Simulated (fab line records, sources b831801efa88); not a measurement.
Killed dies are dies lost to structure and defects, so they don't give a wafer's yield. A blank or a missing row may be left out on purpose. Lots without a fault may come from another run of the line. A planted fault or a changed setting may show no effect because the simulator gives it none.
Which tool did it? | flow gf180mcu | 14 lots, 39 wafers sampled, at 4 steps of a route of 602

WHAT THE GAUGES READ, wafer by wafer
GF_NSD_TW_MEAS_12.
lot  | measured     | on            | NSD_TW
L692 | day 13 15:55 | film_metro-03 | 4263 4266 4247
L696 | day 14 14:22 | film_metro-02 | 4241 4216 4195
L695 | day 14 20:05 | film_metro-03 | 4255 4258 4262
L697 | day 15 05:44 | film_metro-02 | 4178 4182 4176
L698 | day 15 10:04 | film_metro-01 | 4339 4309 4339
L700 | day 16 08:08 | film_metro-03 | 4263 4254 4255
L702 | day 17 01:14 | film_metro-01 | 4314 4309 4310
L706 | day 18 20:56 | film_metro-03 | 4292 4276
L707 | day 19 00:59 | film_metro-02 | 4244 4220
L708 | day 19 07:19 | film_metro-02 | 4241 4227
L711 | day 19 23:07 | film_metro-01 | 4274 4281 4249
L712 | day 20 07:37 | film_metro-02 | 4239 4232 4216
L714 | day 20 21:10 | film_metro-01 | 4334 4320 4313
L715 | day 20 23:47 | film_metro-02 | 4244 4227 4239

GF_PSD_CD_MEAS_07: target cd 400 nm.
lot  | measured     | on        | cd_nm (nm)
L692 | day 14 11:52 | cd_sem-02 | 402.3 402.8 402.4
L696 | day 15 11:24 | cd_sem-02 | 399.0 398.0 399.8
L695 | day 15 16:55 | cd_sem-02 | 398.6 400.2 399.3
L697 | day 16 03:15 | cd_sem-01 | 396.6 397.2 397.5
L698 | day 16 07:05 | cd_sem-01 | 398.1 400.1 398.3
L700 | day 17 07:11 | cd_sem-02 | 401.4 399.3 398.5
L702 | day 18 00:07 | cd_sem-01 | 400.6 398.2 402.6
L706 | day 19 21:24 | cd_sem-02 | 397.7 396.8
L707 | day 20 01:05 | cd_sem-02 | 394.9 395.3
L708 | day 20 07:38 | cd_sem-01 | 400.9 398.5
L711 | day 20 22:49 | cd_sem-01 | 403.9 402.7 403.7
L712 | day 21 06:41 | cd_sem-02 | 397.9 400.5 399.7
L714 | day 21 21:19 | cd_sem-02 | 400.7 398.4 399.8
L715 | day 21 23:57 | cd_sem-02 | 398.7 397.4 398.3

WHICH TOOL RAN EACH LOT (tool, then ch and the chambers of the sampled wafers, then the start)
lot  | GF_NSD_COAT_02                    | GF_NSD_STRIP_11
L692 | litho_track-03 ch 0, day 13 05:07 | plasma_asher-03 ch 0,1, day 13 15:49
L696 | litho_track-02 ch 0, day 14 02:44 | plasma_asher-04 ch 0,1, day 14 14:16
L695 | litho_track-02 ch 0, day 14 08:01 | plasma_asher-02 ch 0,1, day 14 19:59
L697 | litho_track-01 ch 0, day 14 18:40 | plasma_asher-02 ch 0,1, day 15 05:39
L698 | litho_track-03 ch 0, day 14 22:28 | plasma_asher-04 ch 0,1, day 15 09:58
L700 | litho_track-03 ch 0, day 15 20:21 | plasma_asher-02 ch 0,1, day 16 08:02
L702 | litho_track-01 ch 0, day 16 13:31 | plasma_asher-04 ch 0,1, day 17 01:08
L706 | litho_track-03 ch 0, day 18 08:03 | plasma_asher-04 ch 0,1, day 18 20:50
L707 | litho_track-03 ch 0, day 18 12:18 | plasma_asher-04 ch 0, day 19 00:52
L708 | litho_track-03 ch 0, day 18 18:51 | plasma_asher-04 ch 1, day 19 07:13
L711 | litho_track-02 ch 0, day 19 10:16 | plasma_asher-04 ch 0,1, day 19 23:01
L712 | litho_track-02 ch 0, day 19 19:01 | plasma_asher-02 ch 0,1, day 20 07:31
L714 | litho_track-01 ch 0, day 20 08:19 | plasma_asher-02 ch 0,1, day 20 21:04
L715 | litho_track-02 ch 0, day 20 11:10 | plasma_asher-03 ch 0,1, day 20 23:42
- GF_NSD_COAT_02: resist thk 1000 nm.
- GF_NSD_STRIP_11: strips in O2/N2.

WHAT THE TOOLS THEMSELVES READ (means of the sampled wafers that have a number; where no wafer has one, the mark that the record gives instead)
GF_NSD_STRIP_11.
lot  | tool            | drypump_motor_current_A (A) | heater_power_w (W) | oes_product_au (a.u.) | strip_time_to_endpoint_s (s)
L692 | plasma_asher-03 | 6.2                         | 363                | 0.486                 | 22.94
L696 | plasma_asher-04 | 5.9                         | 328                | 0.483                 | 22.93
L695 | plasma_asher-02 | 5.6                         | 362                | 0.483                 | 22.97
L697 | plasma_asher-02 | 5.6                         | 358                | 0.483                 | 22.95
L698 | plasma_asher-04 | 5.6                         | 345                | 0.490                 | 23.04
L700 | plasma_asher-02 | 5.3                         | 367                | 0.481                 | 22.95
L702 | plasma_asher-04 | 5.6                         | 342                | 0.486                 | 23.01
L706 | plasma_asher-04 | 5.8                         | 333                | 0.485                 | 22.83
L707 | plasma_asher-04 | 5.3                         | 354                | 0.487                 | 22.83
L708 | plasma_asher-04 | 6.2                         | 324                | 0.486                 | 22.79
L711 | plasma_asher-04 | 5.7                         | 344                | 0.485                 | 23.00
L712 | plasma_asher-02 | 5.3                         | 367                | 0.489                 | 22.97
L714 | plasma_asher-02 | 5.3                         | 360                | 0.483                 | 22.99
L715 | plasma_asher-03 | 6.2                         | 366                | 0.488                 | 22.95

THE ANSWER, worked out from the rows above alone
Rule: what is usual is taken from the lots themselves. Put in order of their means at a reading, lots are off if they are a third of the lots or fewer, leave a main group of 4 or more, and stand apart from it by a gap of 3 or more times the standard deviation of the main group's means; of several such gaps the widest counts. A main group whose means are all the same, to the digits that the tables above print for the reading, isn't used. A lot without any number at a reading at which 4 lots or more have one is off too. The other lots that the step has rows for count as sound. The gauges are gone through in route order, then the tools' own readings, and for those a lot's mean is taken as printed above. The first step at which some lot is off is used, and at that step the reading that is off furthest; a lot without a number counts as furthest.
Off: L706, L707, L708, at GF_NSD_STRIP_11 (strip_time_to_endpoint_s). The main group: mean 22.97 s, standard deviation 0.032.
A tool fits if, at that step or a process step before it, it ran every lot that is off, and no sound lot after the first of them. One fits: litho_track-03 at GF_NSD_COAT_02. Its last sound lot is L700 (day 15 20:21), its first lot that is off L706 (day 18 08:03): a fault that began between those two fits.

WHAT THE SIMULATOR HAD PUT IN
Process parameter drift: litho_track-03, from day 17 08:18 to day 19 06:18, at GF_NSD_COAT_02. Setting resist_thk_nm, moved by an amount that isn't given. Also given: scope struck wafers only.
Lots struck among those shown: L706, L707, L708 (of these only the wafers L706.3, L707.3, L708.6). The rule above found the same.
